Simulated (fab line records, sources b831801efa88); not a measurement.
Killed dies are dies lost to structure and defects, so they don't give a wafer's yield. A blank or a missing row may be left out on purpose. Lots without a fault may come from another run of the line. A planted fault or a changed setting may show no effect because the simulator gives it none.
Which tool did it? | flow sky130 | 24 lots, 72 wafers sampled, at 4 steps of a route of 708

WHAT THE GAUGES READ, wafer by wafer
SKY_POLY_GATE_THK_MEAS_04.
lot  | measured     | on            | POLY_GATE_CVD_03_THK (nm)
L074 | day 15 21:23 | film_metro-01 | 73.9 74.9 75.0
L076 | day 16 06:04 | film_metro-01 | 76.0 76.1 76.2
L075 | day 16 07:57 | film_metro-04 | 74.5 74.1 74.7
L077 | day 16 11:35 | film_metro-03 | 75.1 74.6 74.5
L078 | day 16 17:58 | film_metro-01 | 75.2 75.3 74.9
L079 | day 17 00:31 | film_metro-01 | 74.6 74.6 74.8
L081 | day 17 18:38 | film_metro-03 | 76.4 76.6 76.2
L080 | day 17 20:00 | film_metro-03 | 74.6 74.8 74.4
L082 | day 17 22:33 | film_metro-04 | 75.6 75.3 75.0
L083 | day 18 06:53 | film_metro-04 | 74.3 74.3 74.3
L084 | day 19 00:53 | film_metro-03 | 73.9 75.0 74.5
L085 | day 19 08:25 | film_metro-04 | 74.2 73.9 74.6
L086 | day 19 10:59 | film_metro-01 | 75.0 74.6 75.3
L087 | day 19 21:18 | film_metro-01 | 75.2 74.9 74.7
L088 | day 20 04:55 | film_metro-03 | 73.9 73.9 73.8
L089 | day 20 09:44 | film_metro-03 | 74.5 73.9 74.6
L090 | day 20 21:32 | film_metro-04 | 74.2 74.1 74.9
L091 | day 21 02:28 | film_metro-04 | 76.3 76.6 77.0
L092 | day 21 17:49 | film_metro-04 | 74.1 72.6 73.9
L093 | day 21 19:51 | film_metro-03 | 75.6 75.8 75.2
L094 | day 22 09:54 | film_metro-04 | 75.0 74.3 74.8
L095 | day 22 18:13 | film_metro-04 | 73.7 73.3 73.4
L096 | day 22 22:17 | film_metro-04 | 72.5 73.6 72.5
L097 | day 23 05:03 | film_metro-03 | 76.1 76.6 76.5

SKY_POLY_CUT_OVL_MEAS_09.
lot  | measured     | on         | POLY_CUT_OVL (nm)
L074 | day 24 22:25 | overlay-01 | 1 1 9
L076 | day 25 07:58 | overlay-01 | 4 7 3
L075 | day 25 09:14 | overlay-02 | -1 -4 -3
L077 | day 25 13:53 | overlay-01 | 0 -5 -7
L078 | day 25 19:41 | overlay-02 | -1 5 -1
L079 | day 25 23:55 | overlay-02 | 6 7 0
L081 | day 26 19:33 | overlay-02 | 8 5 -5
L080 | day 26 21:14 | overlay-01 | -5 -11 -15
L082 | day 26 22:32 | overlay-02 | 6 1 5
L083 | day 27 10:44 | overlay-01 | 1 6 1
L084 | day 27 21:42 | overlay-02 | 2 -1 8
L085 | day 28 05:34 | overlay-02 | 1 -1 7
L086 | day 28 08:48 | overlay-02 | 10 6 10
L087 | day 28 17:34 | overlay-02 | 10 7 -1
L088 | day 29 01:15 | overlay-01 | 2 0 0
L089 | day 29 06:28 | overlay-01 | -9 -4 -10
L090 | day 29 16:08 | overlay-01 | 1 1 -3
L091 | day 29 21:08 | overlay-02 | -1 0 2
L092 | day 30 13:50 | overlay-02 | 2 2 1
L093 | day 30 15:58 | overlay-02 | -2 0 -3
L094 | day 31 03:07 | overlay-02 | 1 -1 0
L095 | day 31 09:41 | overlay-02 | 6 4 6
L096 | day 31 14:53 | overlay-01 | -5 -8 -7
L097 | day 31 20:06 | overlay-01 | 8 3 1

SKY_LI_CONTACT_RS_MEAS_22: measures by four-point-probe.
lot  | measured     | on            | LI_CONTACT_W_RS (ohm/sq)
L074 | day 29 21:35 | film_metro-01 | 0.290 0.293 0.288
L076 | day 30 05:09 | film_metro-01 | 0.284 0.288 0.286
L075 | day 30 08:00 | film_metro-03 | 0.294 0.286 0.285
L077 | day 30 11:53 | film_metro-04 | 0.294 0.290 0.295
L078 | day 30 16:21 | film_metro-01 | 0.285 0.290 0.289
L079 | day 30 21:52 | film_metro-01 | 0.283 0.279 0.285
L081 | day 31 15:15 | film_metro-04 | 0.288 0.287 0.287
L080 | day 31 18:46 | film_metro-01 | 0.287 0.289 0.288
L082 | day 31 19:45 | film_metro-04 | 0.283 0.287 0.282
L083 | day 32 06:53 | film_metro-01 | 0.298 0.286 0.293
L084 | day 32 16:31 | film_metro-04 | 0.286 0.285 0.286
L085 | day 33 01:04 | film_metro-01 | 0.288 0.283 0.281
L086 | day 33 02:56 | film_metro-03 | 0.285 0.289 0.288
L087 | day 33 11:10 | film_metro-04 | 0.290 0.286 0.288
L088 | day 33 18:04 | film_metro-01 | 0.283 0.288 0.286
L089 | day 33 22:46 | film_metro-01 | 0.286 0.289 0.284
L090 | day 34 09:36 | film_metro-04 | 0.287 0.284 0.288
L091 | day 34 12:06 | film_metro-03 | 0.289 0.283 0.287
L092 | day 35 04:44 | film_metro-04 | 0.288 0.289 0.288
L093 | day 35 06:04 | film_metro-03 | 0.287 0.291 0.294
L094 | day 35 17:46 | film_metro-01 | 0.291 0.289 0.294
L095 | day 35 23:41 | film_metro-01 | 0.293 0.290 0.291
L096 | day 36 02:59 | film_metro-03 | 0.288 0.287 0.284
L097 | day 36 09:02 | film_metro-03 | 0.293 0.288 0.290

WHICH TOOL RAN EACH LOT (tool, then ch and the chambers of the sampled wafers, then the start)
lot  | SKY_RES_XHIGH_STRIP_08
L074 | plasma_asher-04 ch 0,1, day 27 09:14
L076 | plasma_asher-02 ch 0,1, day 27 17:58
L075 | plasma_asher-02 ch 0,1, day 27 19:49
L077 | plasma_asher-02 ch 0,1, day 28 00:05
L078 | plasma_asher-04 ch 0, day 28 05:50
L079 | plasma_asher-04 ch 0,1, day 28 09:47
L081 | plasma_asher-04 ch 0, day 29 04:55
L080 | plasma_asher-02 ch 0,1, day 29 07:14
L082 | plasma_asher-04 ch 0,1, day 29 08:07
L083 | plasma_asher-02 ch 0,1, day 29 20:49
L084 | plasma_asher-02 ch 0,1, day 30 07:19
L085 | plasma_asher-04 ch 0,1, day 30 14:46
L086 | plasma_asher-02 ch 0,1, day 30 17:35
L087 | plasma_asher-03 ch 0,1, day 31 02:08
L088 | plasma_asher-04 ch 0,1, day 31 09:22
L089 | plasma_asher-02 ch 0,1, day 31 15:58
L090 | plasma_asher-02 ch 1, day 32 01:07
L091 | plasma_asher-04 ch 0,1, day 32 04:56
L092 | plasma_asher-02 ch 0,1, day 32 22:08
L093 | plasma_asher-04 ch 0, day 32 22:47
L094 | plasma_asher-04 ch 0,1, day 33 11:13
L095 | plasma_asher-03 ch 0,1, day 33 16:05
L096 | plasma_asher-03 ch 0,1, day 33 19:50
L097 | plasma_asher-03 ch 0,1, day 34 01:55
- SKY_RES_XHIGH_STRIP_08: strips in O2/N2.

WHAT THE TOOLS THEMSELVES READ (means of the sampled wafers that have a number; where no wafer has one, the mark that the record gives instead)
SKY_RES_XHIGH_STRIP_08.
lot  | tool            | drypump_motor_current_A (A) | oes_product_au (a.u.) | strip_time_to_endpoint_s (s)
L074 | plasma_asher-04 | 5.7                         | 0.714                 | 14.38
L076 | plasma_asher-02 | 5.7                         | 0.711                 | 14.31
L075 | plasma_asher-02 | 5.7                         | 0.709                 | 14.28
L077 | plasma_asher-02 | 5.7                         | 0.712                 | 14.32
L078 | plasma_asher-04 | 5.9                         | 0.713                 | 14.31
L079 | plasma_asher-04 | 5.7                         | 0.712                 | 14.26
L081 | plasma_asher-04 | 5.9                         | 0.715                 | 14.27
L080 | plasma_asher-02 | 5.7                         | 0.713                 | 14.28
L082 | plasma_asher-04 | 5.8                         | 0.711                 | 14.28
L083 | plasma_asher-02 | 5.7                         | 0.711                 | 14.27
L084 | plasma_asher-02 | 5.3                         | 0.718                 | 14.31
L085 | plasma_asher-04 | 5.8                         | 0.709                 | 14.24
L086 | plasma_asher-02 | 5.3                         | 0.705                 | 14.25
L087 | plasma_asher-03 | 6.2                         | 0.705                 | 14.28
L088 | plasma_asher-04 | 5.8                         | 0.711                 | 14.31
L089 | plasma_asher-02 | 5.3                         | 0.711                 | 14.28
L090 | plasma_asher-02 | 5.0                         | 0.710                 | 14.31
L091 | plasma_asher-04 | 5.7                         | 0.710                 | 14.33
L092 | plasma_asher-02 | 5.7                         | 0.714                 | 14.29
L093 | plasma_asher-04 | 5.9                         | 0.713                 | 14.27
L094 | plasma_asher-04 | 5.8                         | 0.711                 | 14.28
L095 | plasma_asher-03 | 6.0                         | 0.711                 | 14.25
L096 | plasma_asher-03 | 6.0                         | 0.706                 | 14.32
L097 | plasma_asher-03 | 6.2                         | 0.706                 | 14.31

THE ANSWER, worked out from the rows above alone
Rule: what is usual is taken from the lots themselves. Put in order of their means at a reading, lots are off if they are a third of the lots or fewer, leave a main group of 4 or more, and stand apart from it by a gap of 3 or more times the standard deviation of the main group's means; of several such gaps the widest counts. A main group whose means are all the same, to the digits that the tables above print for the reading, isn't used. A lot without any number at a reading at which 4 lots or more have one is off too. The other lots that the step has rows for count as sound. The gauges are gone through in route order, then the tools' own readings, and for those a lot's mean is taken as printed above. The first step at which some lot is off is used, and at that step the reading that is off furthest; a lot without a number counts as furthest.
No lot is off at any reading shown: from this, nothing can be told.

WHAT THE SIMULATOR HAD PUT IN
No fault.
